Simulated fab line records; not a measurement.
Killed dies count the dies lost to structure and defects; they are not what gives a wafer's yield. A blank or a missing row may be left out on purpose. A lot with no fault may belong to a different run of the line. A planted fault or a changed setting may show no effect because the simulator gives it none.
Comparing a struck lot with a sound one	flow gf180mcu	14 out of 602 route steps
Sound: these wafers, L285.2, L285.3, L285.4. Struck: wafers L299.1, L299.2, L299.4. The cause is named last.
Per side, at each step with rows, come the tool, then ch with its chambers, and then its first start. Under that, the readings that differ: sound wafers	struck wafers	difference of the means	sigmas: that difference in standard deviations of wafers without a fault.
alike: a reading whose means differ by less than 2 such deviations, as well as words and numbers matching on both sides. not compared: withheld readings; readings where some wafer has no value; bounds like >300 that might hide an equal value; numbers whose values overlap and for which the record gives no deviation.
The two part at a step that has a row with sigmas, a row that says differs or no value, or rows on one side only. Numbers that don't overlap but have no deviation are shown without sigmas and don't part them. A reading missing from all wafers of one side parts the sides only when that side holds two or more wafers.

GF_V1_CMP_26: polishes, stops on SiO2, t overpolish 15 s, target thk 0 nm.
  sound on cmp-02 ch 1,2,3, day 21 10:47; struck on cmp-02 ch 0,2,3, day 25 23:08
  alike: motor current A, overpolish run s, time to endpoint s
then, 1 step without rows for these wafers: GF_M2_SPUTTER_00 (material Ti, target thk 37.5 nm, time 150 s).
GF_M2_SPUTTER_01: material TiN, target thk 30 nm, time 25 s.
  struck on pvd sputter-01, day 25 23:32; sound on pvd sputter-03, day 21 11:08
  alike: throttle valve pct
GF_M2_SPUTTER_02: material AlCu, target thk 450 nm, time 23.9 s.
  struck on pvd sputter-01, day 25 23:34; sound on pvd sputter-03, day 21 11:10
  alike: throttle valve pct
GF_M2_SPUTTER_03: material Ti, target thk 10 nm, time 6.7 s.
  struck on pvd sputter-01, day 25 23:35; sound on pvd sputter-03, day 21 11:11
  alike: throttle valve pct
GF_M2_SPUTTER_04: material TiN, target thk 50 nm, time 41.7 s.
  struck on pvd sputter-01, day 25 23:37; sound on pvd sputter-03, day 21 11:13
  alike: throttle valve pct
GF_M2_RS_MEAS_05: measures by four-point-probe.
  struck on film metro-01, day 25 23:39; sound on film metro-02, day 21 11:16
  alike: M2_ALCU_RS
GF_M2_THK_MEAS_06: measures by xrf.
  struck on film metro-01, day 25 23:46; sound on film metro-02, day 21 11:23
  alike: M2_ALCU_THK
then, 4 steps without rows for these wafers: GF_M2_DEHYDRATE_07 (time 60 s); GF_M2_HMDS_08 (prime time 60 s); GF_M2_COAT_09 (resist thk 1000 nm); GF_M2_SOFTBAKE_10 (time 60 s).
GF_M2_EXPOSE_11: exposes mask Metal2, target cd 280 nm.
  struck on krf scanner-01, day 26 10:14; sound on krf scanner-02 ch 0, day 21 23:04
  no value came back on the struck wafers for exposure dose mJ cm2, focus offset nm (nm); on the sound wafers exposure dose mJ cm2 reads 27.95 27.97 27.95
  alike: mask
then, 1 step without rows for these wafers: GF_M2_PEB_12 (peb time 90 s).

== WHERE THEY PART ==
Within this record, at GF_M2_EXPOSE_11 only.

WHY: what had been put in by the simulator
At GF_M2_EXPOSE_11, the step was skipped entirely on krf scanner-01 from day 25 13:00 on. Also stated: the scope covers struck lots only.
